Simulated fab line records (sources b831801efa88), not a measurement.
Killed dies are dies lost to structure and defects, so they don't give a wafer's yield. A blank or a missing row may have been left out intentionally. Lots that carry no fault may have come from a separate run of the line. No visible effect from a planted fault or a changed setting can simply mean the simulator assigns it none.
What tool caused it? ; flow gf180mcu ; 72 wafers from 24 lots sampled at 3 of the route's 602 steps

## WHAT THE GAUGES SHOWED, per wafer
GF_V2_THK_MEAS_25: measures by xrf.
lot;measured;on;V2_W_THK (nm)
L074;day 20 04:49;filmMetro-03;352 359 357
L075;day 20 17:03;filmMetro-02;357 353 352
L076;day 21 01:41;filmMetro-03;354 350 357
L077;day 21 10:46;filmMetro-02;353 344 349
L078;day 22 07:50;filmMetro-02;349 346 353
L079;day 22 13:46;filmMetro-03;359 351 356
L080;day 23 02:13;filmMetro-02;355 344 348
L081;day 23 10:55;filmMetro-04;349 355 349
L082;day 23 12:01;filmMetro-03;354 360 357
L083;day 23 19:45;filmMetro-03;359 361 355
L084;day 24 03:32;filmMetro-04;348 349 349
L085;day 24 15:00;filmMetro-04;354 364 355
L086;day 24 21:29;filmMetro-02;353 346 345
L087;day 25 03:19;filmMetro-02;347 350 348
L088;day 25 15:01;filmMetro-03;356 353 349
L089;day 26 04:39;filmMetro-04;347 347 346
L090;day 26 04:59;filmMetro-02;343 346 342
L091;day 26 10:44;filmMetro-03;348 348 351
L092;day 26 17:05;filmMetro-03;357 350 349
L093;day 27 01:26;filmMetro-02;350 346 348
L094;day 27 05:10;filmMetro-04;354 351 349
L095;day 27 11:34;filmMetro-04;353 355 352
L096;day 27 16:17;filmMetro-03;357 362 365
L097;day 27 23:04;filmMetro-03;362 366 358

GF_V3_OVL_MEAS_15.
lot;measured;on;V3_OVL (nm)
L074;day 22 05:53;overlay-02;-7 -1 1
L075;day 22 18:58;overlay-02;2 1 0
L076;day 23 03:16;overlay-02;3 4 -3
L077;day 23 11:48;overlay-02;-7 -5 7
L078;day 24 07:36;overlay-02;11 0 4
L079;day 24 12:58;overlay-02;5 6 4
L080;day 25 04:44;overlay-02;5 0 9
L081;day 25 08:34;overlay-02;10 -3 -4
L082;day 25 10:41;overlay-02;-4 0 -6
L083;day 25 17:35;overlay-02;-5 -6 -4
L084;day 25 23:32;overlay-02;10 9 4
L085;day 26 12:16;overlay-02;5 8 9
L086;day 26 18:04;overlay-02;-3 10 -2
L087;day 26 22:29;overlay-02;10 5 5
L088;day 27 11:05;overlay-02;-3 8 7
L089;day 27 23:24;overlay-02;10 -3 9
L090;day 27 23:44;overlay-02;0 0 1
L091;day 28 04:58;overlay-01;2 -2 2
L092;day 28 11:08;overlay-01;10 10 1
L093;day 28 18:47;overlay-01;-5 2 -4
L094;day 28 22:53;overlay-01;-2 3 -10
L095;day 29 04:44;overlay-01;-14 -1 -11
L096;day 29 09:26;overlay-01;3 2 6
L097;day 29 14:58;overlay-02;5 -2 -5

GF_V4_OVL_MEAS_15.
lot;measured;on;V4_OVL (nm)
L074;day 24 06:22;overlay-02;4 2 6
L075;day 24 19:50;overlay-02;-6 -6 -4
L076;day 25 02:17;overlay-02;9 1 7
L077;day 25 11:02;overlay-02;-4 -3 1
L078;day 26 05:18;overlay-02;-12 -13 -9
L079;day 26 10:48;overlay-02;4 -4 2
L080;day 27 02:07;overlay-02;3 0 5
L081;day 27 05:14;overlay-02;-2 3 3
L082;day 27 07:44;overlay-02;1 4 1
L083;day 27 14:35;overlay-02;6 0 1
L084;day 27 19:26;overlay-02;-9 -6 -4
L085;day 28 07:47;overlay-01;2 -5 3
L086;day 28 12:50;overlay-02;1 2 0
L087;day 28 16:57;overlay-02;-7 -2 -8
L088;day 29 05:05;overlay-02;11 4 0
L089;day 29 15:57;overlay-01;-5 2 -7
L090;day 29 17:29;overlay-01;-5 2 -8
L091;day 29 21:44;overlay-02;-7 -6 -8
L092;day 30 04:32;overlay-01;13 8 6
L093;day 30 10:29;overlay-02;7 5 6
L094;day 30 15:16;overlay-02;-5 -5 -1
L095;day 30 21:38;overlay-01;2 3 1
L096;day 31 01:05;overlay-02;-1 1 6
L097;day 31 07:55;overlay-02;1 1 2

## WHICH TOOL RAN EACH LOT (tool, then ch and the chambers of the sampled wafers, then the start)
The record shows no process step preceding these readings.

## AS READ BY THE TOOLS THEMSELVES (means over the sampled wafers that have a number; for cases with no such wafer, the mark the record gives instead)
The record holds no such reading with a usual standard deviation.

## THE ANSWER, worked out from the rows above alone
Rule: what is usual is taken from the lots themselves. The widest of any qualifying gaps counts: lots, ordered by their means at a reading, are off when they make up no more than a third of the lots, leave a main group of 4 or more, and stand apart from it by 3 or more times the standard deviation of that group's means. A main group whose means are all the same, to the digits that the tables above print for the reading, isn't used. Also off: a lot with no number at a reading for which 4 or more lots have one. The other lots that the step has rows for count as sound. First the gauges in route order, then the tools' own readings, where a lot's mean is used as printed above. At the first step where some lot is off, the reading lying furthest off is the one used; lots without a number count as furthest.
Nothing can be told from this: no lot is off at any reading shown.

## WHAT THE SIMULATOR HAD INSERTED
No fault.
